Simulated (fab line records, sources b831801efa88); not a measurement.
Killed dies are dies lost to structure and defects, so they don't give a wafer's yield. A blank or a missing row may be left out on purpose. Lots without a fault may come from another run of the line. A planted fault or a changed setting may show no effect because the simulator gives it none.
fab line records | flow sfq_line
record lots=14 wafers=42 last_day=95
route steps=325 shown JJ@182 M5@205 R5@214 I5@237
lots that met no fault: from a run of the same line without faults
start_h: hours from the record's first day to the start of the lot's first wafer shown | wait_h: hours since the lot's step before | " the same as in the row above | L1.1+2: a row that stands for several wafers | - no value, or no start given | * or withheld: withheld | < > ~ a bound
route shown NAME@n: a module of which the file shows steps, and the number in the route of the first | usual: mean/standard deviation of fault-free wafers | same: alike in all rows | chamber/n: place in a boat | sites: the reading at each site | _std_site: their standard deviation | _edge_site: outer sites' mean less inner sites' | radius_mm: how far each site lies from the wafer's centre | mask NAME#n: copy n | behind: the tool/chamber that last shaped the wafer | hold: why the lot was held/for how many hours/how that ended | device: the transistor (n, p or np) that didn't switch | end of line: the same wafers' tests at the end of the route | a step without rows: its recipe alone | killed: dies lost to structure and defects at the first sort, not the wafer's yield | map: a wafer's dies, x killed, . not, _ none there
set.NAME: the setting as run; set.NAME@STEP: as run at that earlier step | model.NAME: the simulator's own value behind a step, which no gauge read
steps of the route over a sample of lots; a table a step, a row a wafer
services: from which hour (start_h, from the record's first day; less than 0 if before it) a tool's chamber was out of use, for how many hours, and why
## steps
# step SFQ_TRILAYER_JJ_TRILAYER_DEP_SPUTTER_112
# recipe material=Nb base_pressure_pa=1.33e-06 chamber_pressure_pa=0.1333 substrate_temp_c=20 target_thk_nm=170 power_w=2000 time_s=113.3
# usual substrate_temp_c=20.01/0.097 throttle_valve_pct=30.0/1.4
# columns lot.wafer tool chamber start_h wait_h substrate_temp_c throttle_valve_pct
L207.2 pvd_sputter-06 - 1306.72 3.4 19.95 27.1
L207.3 " - " " 20.03 29.5
L207.4 " - " " 20.00 30.3
L208.3 pvd_sputter-05 - 1312.52 0.5 20.04 31.4
L208.4 " - " " 20.19 30.0
L208.6 " - " " 20.06 29.9
L209.1 pvd_sputter-06 - 1314.92 0.5 19.83 29.6
L209.4 " - " " 20.17 30.2
L209.5 " - " " 20.17 30.2
L210.1 pvd_sputter-04 - 1317.32 0.5 20.03 31.1
L210.4 " - " " 19.93 31.1
L210.6 " - " " 20.10 31.3
L211.3 pvd_sputter-05 - 1319.72 0.5 20.08 29.9
L211.4 " - " " 20.10 30.1
L211.5 " - " " 20.04 31.2
L212.1 pvd_sputter-05 - 1326.54 0.5 20.06 30.2
L212.3 " - " " 19.93 26.8
L212.4 " - " " 20.22 31.1
L213.4 pvd_sputter-04 - 1328.12 0.5 19.96 31.1
L213.5 " - " " 20.04 31.2
L213.6 " - " " 19.88 31.1
L214.2 pvd_sputter-06 - 1330.52 0.5 20.05 26.9
L214.4 " - " " 20.18 30.1
L214.6 " - " " 20.10 30.9
L223.1 pvd_sputter-06 - 1353.32 0.5 19.94 29.5
L223.2 " - " " 20.15 29.8
L223.6 " - " " 20.06 29.6
L225.1 pvd_sputter-04 - 1479.01 0.5 20.11 30.9
L225.5 " - " " 20.22 31.4
L225.6 " - " " 19.97 31.0
L226.1 pvd_sputter-06 - 1482.73 0.6 20.02 31.2
L226.2 " - " " 20.11 27.0
L226.5 " - " " 19.91 29.4
L227.2 pvd_sputter-05 - 1485.01 0.5 19.89 31.3
L227.4 " - " " 19.94 30.0
L227.6 " - " " 20.14 30.0
L228.2 pvd_sputter-06 - 1503.15 0.6 19.92 29.6
L228.3 " - " " 20.07 30.8
L228.4 " - " " 20.03 30.1
L230.1 pvd_sputter-05 - 1510.19 0.5 20.10 30.1
L230.3 " - " " 20.08 26.7
L230.6 " - " " 20.01 30.1
# step SFQ_JJ_OVL_MEAS_931
# usual J5_OVL=0/5.8
# columns lot.wafer tool chamber start_h wait_h J5_OVL[nm]
L207.2 overlay-02 - 1309.24 0.1 6
L207.3 " - " " 4
L207.4 " - " " 6
L208.3 overlay-02 - 1316.45 0.1 -2
L208.4 " - " " -5
L208.6 " - " " -2
L209.1 overlay-02 - 1320.03 0.1 -1
L209.4 " - " " -4
L209.5 " - " " -6
L210.1 overlay-02 - 1322.43 0.1 6
L210.4 " - " " 6
L210.6 " - " " 6
L211.3 overlay-02 - 1324.85 0.1 -2
L211.4 " - " " -1
L211.5 " - " " 3
L212.1 overlay-02 - 1332.03 0.1 -8
L212.3 " - " " -6
L212.4 " - " " -5
L213.4 overlay-02 - 1333.25 0.1 2
L213.5 " - " " 6
L213.6 " - " " 2
L214.2 overlay-02 - 1335.64 0.1 1
L214.4 " - " " 5
L214.6 " - " " 0
L223.1 overlay-01 - 1492.51 0.1 -1
L223.2 " - " " 2
L223.6 " - " " -2
L225.1 overlay-02 - 1612.14 0.1 -5
L225.5 " - " " -6
L225.6 " - " " 1
L226.1 overlay-01 - 1615.74 0.1 3
L226.2 " - " " 2
L226.5 " - " " 0
L227.2 overlay-02 - 1619.35 0.1 2
L227.4 " - " " 3
L227.6 " - " " 2
L228.2 overlay-02 - 1632.67 0.1 11
L228.3 " - " " 16
L228.4 " - " " 26
L230.1 overlay-02 - 1637.46 0.1 -7
L230.3 " - " " -5
L230.6 " - " " 0
# step SFQ_TRILAYER_M5_BARC_OPEN_METAL_ETCH_161
# recipe mask_material=PR chemistry=O2 target_depth_nm=125 target=BARC icp_w=600 bias_w=80 pressure_mtorr=10 time_s=41.7
# usual bias_w=79.99/0.24 chamber_pressure_mTorr=10.002/0.009 drypump_motor_current_A=5.9/0.36 oes_product_au=0.685/0.005
# columns lot.wafer tool chamber start_h wait_h bias_w chamber_pressure_mTorr drypump_motor_current_A oes_product_au rf_hours_counter_h
L207.2 rie_metal-02 1 1434.85 0.0 80.24 10.011 6.3 0.683 128
L207.3 " 1 " " 80.49 10.002 6.2 0.686 -
L207.4 " 0 " " 79.98 9.999 5.4 0.691 -
L208.3 rie_metal-04 0 1439.67 0.0 80.14 10.002 6.2 0.680 -
L208.4 " 1 " " 80.23 9.995 6.0 0.677 -
L208.6 " 1 " " 80.09 9.992 6.1 0.684 -
L209.1 rie_metal-02 0 1442.05 0.0 80.09 9.995 5.4 0.683 47
L209.4 " 0 " " 79.95 9.997 5.4 0.680 -
L209.5 " 0 " " 79.87 10.010 5.4 0.685 -
L210.1 rie_metal-04 1 1444.45 0.0 79.92 10.014 6.1 0.693 92
L210.4 " 0 " " 79.83 10.007 6.3 0.683 -
L210.6 " 0 " " 79.81 10.022 6.2 0.690 -
L211.3 rie_metal-01 1 1446.87 0.0 79.92 9.999 5.4 0.687 -
L211.4 " 0 " " 80.24 10.006 5.9 0.686 -
L211.5 " 1 " " 80.03 9.993 5.5 0.681 -
L212.1 rie_metal-04 0 1454.05 0.0 - - - - -
L212.3 " 1 " " - - - - -
L212.4 " 0 " " - - - - -
L213.4 rie_metal-02 0 1456.47 0.0 - - - - -
L213.5 " 0 " " - - - - -
L213.6 " 1 " " - - - - -
L214.2 rie_metal-02 0 1461.25 0.0 80.36 9.980 5.4 0.682 50
L214.4 " 0 " " 80.24 9.992 5.4 0.694 -
L214.6 " 0 " " 80.26 10.003 5.4 0.682 -
L223.1 rie_metal-04 0 1627.90 0.0 79.84 10.004 6.2 0.688 86
L223.2 " 1 " " 80.07 10.009 6.1 0.686 108
L223.6 " 0 " " 79.84 10.002 6.2 0.696 -
L225.1 rie_metal-02 0 1730.94 0.0 80.28 10.001 5.4 0.681 86
L225.5 " 1 " " 79.80 9.994 6.2 0.685 -
L225.6 " 0 " " 79.81 9.990 5.4 0.684 -
L226.1 rie_metal-01 1 1734.54 0.0 79.99 9.989 5.5 0.693 111
L226.2 " 0 " " 80.04 10.001 5.9 0.686 91
L226.5 " 0 " " 79.96 10.005 5.9 0.695 -
L227.2 rie_metal-04 1 1736.94 0.0 80.89 10.006 6.1 0.670 121
L227.4 " 1 " " 80.16 9.985 6.0 0.676 -
L227.6 " 0 " " 79.73 9.993 6.2 0.685 -
L228.2 rie_metal-01 1 1750.14 0.0 80.18 9.989 5.4 0.687 114
L228.3 " 0 " " 80.27 10.006 5.9 0.680 -
L228.4 " 1 " " 80.09 10.005 5.5 0.674 -
L230.1 rie_metal-04 1 1756.14 0.0 79.98 10.004 6.1 0.683 124
L230.3 " 1 " " 80.12 10.000 6.1 0.684 -
L230.6 " 0 " " 79.68 9.995 6.2 0.685 -
# step SFQ_TRILAYER_M5_ETCH_METAL_ETCH_126
# recipe target=Nb stop_on=SiO2 mask_material=PR over_etch_frac=0.15 time_s=203.2 chemistry=Cl2/BCl3 target_depth_nm=265 icp_w=600 bias_w=80 pressure_mtorr=10
# usual bias_w=79.97/0.25 chamber_pressure_mTorr=10.000/0.0088 drypump_motor_current_A=5.9/0.36 oes_product_au=0.728/0.0063
# same over_etch_frac=0.15
# columns lot.wafer tool chamber start_h wait_h bias_w chamber_pressure_mTorr drypump_motor_current_A oes_product_au rf_hours_counter_h
L207.2 rie_metal-02 1 1434.91 0.0 80.58 9.995 6.3 0.726 128
L207.3 " 1 " " 80.29 10.010 6.2 0.727 -
L207.4 " 0 " " 79.64 9.987 5.4 0.724 -
L208.3 rie_metal-04 0 1439.77 0.1 79.83 9.978 6.2 0.739 -
L208.4 " 1 " " 80.02 9.987 6.0 0.738 -
L208.6 " 1 " " 79.96 9.991 6.0 0.733 -
L209.1 rie_metal-02 0 1442.11 0.0 79.82 10.004 5.4 0.725 47
L209.4 " 0 " " 80.06 10.017 5.4 0.721 -
L209.5 " 0 " " 80.35 9.994 5.4 0.724 -
L210.1 rie_metal-04 1 1444.51 0.0 79.78 9.992 6.1 0.719 92
L210.4 " 0 " " 79.73 9.996 6.2 0.727 -
L210.6 " 0 " " 79.67 9.995 6.2 0.718 -
L211.3 rie_metal-01 1 1446.97 0.1 79.88 9.995 5.5 0.733 -
L211.4 " 0 " " 80.54 9.999 5.9 0.737 -
L211.5 " 1 " " 79.49 9.996 5.5 0.724 -
L212.1 rie_metal-04 0 1454.11 0.0 79.74 9.987 6.3 0.382 61
L212.3 " 1 " " 79.86 9.995 6.0 0.373 -
L212.4 " 0 " " 80.34 10.007 6.3 0.372 -
L213.4 rie_metal-02 0 1456.57 0.1 79.99 9.992 5.4 0.375 -
L213.5 " 0 " " 79.68 10.006 5.4 0.379 -
L213.6 " 1 " " 80.06 10.003 6.2 0.368 -
L214.2 rie_metal-02 0 1461.31 0.0 79.61 10.002 5.4 0.727 50
L214.4 " 0 " " 80.07 10.008 5.4 0.728 -
L214.6 " 0 " " 79.76 10.001 5.4 0.728 -
L223.1 rie_metal-04 0 1627.96 0.0 80.08 10.003 6.2 0.724 86
L223.2 " 1 " " 79.86 9.995 6.0 0.733 108
L223.6 " 0 " " 79.97 10.014 6.2 0.720 -
L225.1 rie_metal-02 0 1731.00 0.0 80.08 9.993 5.4 0.729 86
L225.5 " 1 " " 80.23 10.009 6.3 0.721 -
L225.6 " 0 " " 79.74 9.995 5.4 0.725 -
L226.1 rie_metal-01 1 1734.60 0.0 79.69 9.997 5.4 0.725 111
L226.2 " 0 " " 79.87 9.992 5.8 0.728 91
L226.5 " 0 " " 79.81 9.995 5.8 0.733 -
L227.2 rie_metal-04 1 1737.00 0.0 79.97 10.015 6.1 0.727 121
L227.4 " 1 " " 80.03 9.988 6.1 0.721 -
L227.6 " 0 " " 79.98 10.008 6.2 0.729 -
L228.2 rie_metal-01 1 1750.20 0.0 79.67 9.992 5.5 0.716 114
L228.3 " 0 " " 80.05 9.993 5.9 0.724 -
L228.4 " 1 " " 80.12 10.017 5.5 0.721 -
L230.1 rie_metal-04 1 1756.20 0.0 79.79 9.997 6.0 0.728 125
L230.3 " 1 " " 80.09 10.015 6.0 0.735 -
L230.6 " 0 " " 79.73 9.981 6.2 0.722 -
# step SFQ_TRILAYER_R5_DEP_SPUTTER_134
# recipe material=Ti base_pressure_pa=1.33e-06 target_thk_nm=5 power_w=2000 time_s=5 chamber_pressure_pa=0.4
# usual throttle_valve_pct=30.2/1.3
# columns lot.wafer tool chamber start_h wait_h throttle_valve_pct
L207.2 pvd_sputter-04 - 1442.96 0.0 31.0
L207.3 " - " " 31.4
L207.4 " - " " 30.9
L208.3 pvd_sputter-05 - 1446.22 0.0 30.1
L208.4 " - " " 30.0
L208.6 " - " " 29.9
L209.1 pvd_sputter-04 - 1449.22 0.0 31.1
L209.4 " - " " 31.4
L209.5 " - " " 30.6
L210.1 pvd_sputter-05 - 1452.22 0.0 31.2
L210.4 " - " " 31.0
L210.6 " - " " 30.0
L211.3 pvd_sputter-03 - 1454.96 0.0 31.3
L211.4 " - " " 28.3
L211.5 " - " " 28.5
L212.1 pvd_sputter-04 - 1459.46 0.0 31.1
L212.3 " - " " 30.6
L212.4 " - " " 31.1
L213.4 pvd_sputter-05 - 1462.46 0.0 30.4
L213.5 " - " " 31.1
L213.6 " - " " 26.6
L214.2 pvd_sputter-03 - 1466.96 0.0 30.3
L214.4 " - " " 29.5
L214.6 " - " " 28.2
L223.1 pvd_sputter-04 - 1633.29 0.0 31.2
L223.2 " - " " 31.5
L223.6 " - " " 31.2
L225.1 pvd_sputter-05 - 1736.33 0.0 31.3
L225.5 " - " " 29.9
L225.6 " - " " 26.7
L226.1 pvd_sputter-04 - 1740.11 0.0 31.6
L226.2 " - " " 30.9
L226.5 " - " " 31.1
L227.2 pvd_sputter-03 - 1742.51 0.0 29.5
L227.4 " - " " 31.1
L227.6 " - " " 29.7
L228.2 pvd_sputter-03 - 1755.53 0.0 29.2
L228.3 " - " " 28.6
L228.4 " - " " 30.5
L230.1 pvd_sputter-05 - 1762.18 0.0 30.1
L230.3 " - " " 29.7
L230.6 " - " " 31.2
# step SFQ_TRILAYER_R5_LITHO_EXPOSE_137
# recipe mask_id=R5 na=0.6 source_shape=conventional sigma_outer=0.65 target_cd_nm=500 dose_mj=14.4
# usual exposure_dose_mJ_cm2=14.399/0.013 focus_offset_nm=0.0/0.52 na=0.6/0
# columns lot.wafer tool chamber start_h wait_h mask exposure_dose_mJ_cm2 focus_offset_nm na
L207.2 krf_scanner-02 0 1444.11 - R5#0 14.406 0.1 0.6
L207.3 " 0 " " R5#0 14.384 -0.4 0.6
L207.4 " 0 " " R5#0 14.394 -1.2 0.6
L208.3 krf_scanner-02 0 1448.71 - R5#0 14.435 -0.5 0.6
L208.4 " 0 " " R5#0 14.446 0.1 0.6
L208.6 " 0 " " R5#0 14.410 0.4 0.6
L209.1 krf_scanner-02 0 1450.17 - R5#0 14.418 0.2 0.6
L209.4 " 0 " " R5#0 14.411 1.0 0.6
L209.5 " 0 " " R5#0 14.402 0.1 0.6
L210.1 krf_scanner-02 0 1583.03 - R5#0 14.404 0.8 0.6
L210.4 " 0 " " R5#0 14.403 1.1 0.6
L210.6 " 0 " " R5#0 14.390 0.9 0.6
L211.3 krf_scanner-02 0 1584.63 - R5#0 14.402 -0.2 0.6
L211.4 " 0 " " R5#0 14.377 0.1 0.6
L211.5 " 0 " " R5#0 14.411 -0.6 0.6
L212.1 krf_scanner-02 - 1587.83 - R5#0 - - -
L212.3 " - " " R5#0 - - -
L212.4 " - " " R5#0 - - -
L213.4 krf_scanner-01 - 1593.24 - R5#0 - - -
L213.5 " - " " R5#0 - - -
L213.6 " - " " R5#0 - - -
L214.2 krf_scanner-01 0 1598.84 - R5#0 14.395 0.4 0.6
L214.4 " 0 " " R5#0 14.396 0.2 0.6
L214.6 " 0 " " R5#0 14.402 0.5 0.6
L223.1 krf_scanner-01 0 1747.40 - R5#0 14.406 0.7 0.6
L223.2 " 0 " " R5#0 14.383 0.6 0.6
L223.6 " 0 " " R5#0 14.368 0.4 0.6
L225.1 krf_scanner-02 0 1751.14 - R5#0 14.401 -0.1 0.6
L225.5 " 0 " " R5#0 14.407 0.1 0.6
L225.6 " 0 " " R5#0 14.415 -0.9 0.6
L226.1 krf_scanner-02 0 1752.34 - R5#0 14.390 -0.5 0.6
L226.2 " 0 " " R5#0 14.393 -0.8 0.6
L226.5 " 0 " " R5#0 14.376 0.8 0.6
L227.2 krf_scanner-02 0 1754.94 - R5#0 14.389 -0.2 0.6
L227.4 " 0 " " R5#0 14.399 -0.7 0.6
L227.6 " 0 " " R5#0 14.390 -0.4 0.6
L228.2 krf_scanner-02 0 1771.74 - R5#0 14.406 0.3 0.6
L228.3 " 0 " " R5#0 14.401 -0.4 0.6
L228.4 " 0 " " R5#0 14.400 -0.6 0.6
L230.1 krf_scanner-02 0 1778.74 - R5#0 14.394 -0.5 0.6
L230.3 " 0 " " R5#0 14.407 0.0 0.6
L230.6 " 0 " " R5#0 14.421 -0.6 0.6
# step SFQ_TRILAYER_I5_ETCH_VIA_ETCH_147
# recipe stop_on=Nb mask_material=PR chemistry=CHF3 target_depth_nm=360 source_w=500 bias_w=80 pressure_mtorr=30 time_s=withheld
# usual bias_w=80.01/0.22 chamber_pressure_mTorr=30.000/0.028 drypump_motor_current_A=5.5/0.51 oes_product_au=0.991/0.0053
# columns lot.wafer tool chamber start_h wait_h bias_w chamber_pressure_mTorr drypump_motor_current_A oes_product_au
L207.2 rie_diel-03 2 1448.69 0.0 80.46 29.978 5.5 0.980
L207.3 " 1 " " 79.86 29.904 5.7 1.005
L207.4 " 0 " " 80.38 29.955 5.7 0.996
L208.3 rie_diel-03 2 1531.08 0.0 79.71 29.980 5.6 0.989
L208.4 " 1 " " 79.93 29.940 5.7 1.002
L208.6 " 1 " " 79.81 30.056 5.7 0.993
L209.1 rie_diel-04 0 1532.28 0.0 79.99 30.000 6.6 0.990
L209.4 " 2 " " 80.08 30.049 4.7 0.987
L209.5 " 1 " " 79.95 30.036 5.6 0.988
L210.1 rie_diel-01 1 1588.22 0.0 80.14 30.026 5.3 0.995
L210.4 " 2 " " 80.06 30.002 6.1 0.979
L210.6 " 3 " " 79.90 29.998 5.7 0.996
L211.3 rie_diel-04 1 1589.42 0.0 80.03 30.024 5.6 0.983
L211.4 " 3 " " 80.47 29.996 4.9 0.994
L211.5 " 3 " " 80.32 29.990 5.0 0.995
L212.1 rie_diel-04 2 1714.38 0.0 79.99 30.054 4.7 0.382
L212.3 " 3 " " 80.14 30.049 4.9 0.373
L212.4 " 0 " " 79.93 30.011 6.6 0.374
L213.4 rie_diel-03 1 1716.78 0.0 80.06 30.011 5.7 0.371
L213.5 " 0 " " 80.05 29.972 5.6 0.381
L213.6 " 3 " " 80.37 30.035 5.9 0.372
L214.2 rie_diel-04 1 1720.38 0.0 79.85 29.978 5.6 0.989
L214.4 " 0 " " 80.15 30.023 6.6 0.982
L214.6 " 2 " " 79.87 29.984 4.7 0.989
L223.1 rie_diel-03 0 1768.31 0.0 80.56 30.022 5.7 0.984
L223.2 " 1 " " 80.19 29.994 5.7 0.995
L223.6 " 3 " " 79.67 30.009 5.9 0.988
L225.1 rie_diel-04 3 1770.71 0.0 79.88 30.017 5.0 0.985
L225.5 " 3 " " 80.29 30.010 4.9 1.000
L225.6 " 0 " " 80.02 29.982 6.6 0.989
L226.1 rie_diel-01 0 1771.91 0.0 80.09 29.981 5.4 0.997
L226.2 " 2 " " 80.17 30.004 6.1 0.986
L226.5 " 2 " " 80.30 29.982 6.0 0.990
L227.2 rie_diel-03 2 1774.31 0.0 80.28 30.018 5.5 0.987
L227.4 " 3 " " 79.95 29.985 5.9 0.990
L227.6 " 2 " " 79.80 29.934 5.5 0.992
L228.2 rie_diel-04 3 1792.11 0.0 79.80 29.986 5.0 0.991
L228.3 " 2 " " 80.00 29.991 4.7 0.993
L228.4 " 1 " " 79.82 29.999 5.6 0.998
L230.1 rie_diel-03 3 1799.05 0.0 79.86 29.984 5.9 0.997
L230.3 " 0 " " 79.83 29.945 5.6 1.000
L230.6 " 1 " " 79.94 29.991 5.7 0.998
## services
# columns tool chamber start_h hours kind
krf_scanner-02 - 1283.14 0.8 repair
rie_metal-02 - 1337.81 0.5 repair
krf_scanner-02 - 1354.53 0.8 pm
rie_metal-04 - 1357.07 0.4 repair
krf_scanner-02 - 1363.68 1.3 pm
krf_scanner-02 - 1373.04 4.7 repair
pvd_sputter-05 - 1385.84 11.1 repair
krf_scanner-02 - 1414.33 4.0 pm
krf_scanner-02 - 1442.60 1.0 pm
krf_scanner-02 - 1468.48 1.2 repair
krf_scanner-02 - 1481.09 0.7 repair
krf_scanner-02 - 1510.67 0.4 repair
krf_scanner-02 - 1522.51 0.8 pm
rie_metal-04 1 1535.69 44.0 repair
krf_scanner-02 - 1540.33 1.3 pm
rie_metal-04 - 1545.24 0.8 repair
rie_metal-04 0 1545.38 7.4 repair
krf_scanner-02 - 1589.03 3.6 pm
krf_scanner-02 - 1611.60 1.0 pm
krf_scanner-02 - 1691.16 0.8 pm
krf_scanner-02 - 1702.84 0.6 repair
krf_scanner-02 - 1707.88 9.4 repair
krf_scanner-02 - 1717.31 1.3 pm
krf_scanner-02 - 1781.14 1.0 pm
## key
first_sign step=SFQ_TRILAYER_M5_BARC_OPEN_METAL_ETCH_161 reading=tool_record direction=missing
effect step=SFQ_TRILAYER_M5_ETCH_METAL_ETCH_126 reading=oes_product_au direction=down sigmas=56 usual=0.728 struck=0.375
effect step=SFQ_TRILAYER_R5_LITHO_EXPOSE_137 reading=tool_record direction=missing
effect step=SFQ_TRILAYER_I5_ETCH_VIA_ETCH_147 reading=oes_product_au direction=down sigmas=99+ usual=0.991 struck=0.376
met_at SFQ_TRILAYER_M5_BARC_OPEN_METAL_ETCH_161
struck_lots L212,L213
not_acting_at SFQ_TRILAYER_JJ_TRILAYER_DEP_SPUTTER_112,SFQ_JJ_OVL_MEAS_931,SFQ_TRILAYER_R5_DEP_SPUTTER_134
onset_between 1444.45 1454.05
fault kind=skipped_step_whole tool=rie_metal-02,rie_metal-04 chamber=- onset_h=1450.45 steps=SFQ_TRILAYER_M5_BARC_OPEN_METAL_ETCH_161 scope=struck_lots_only
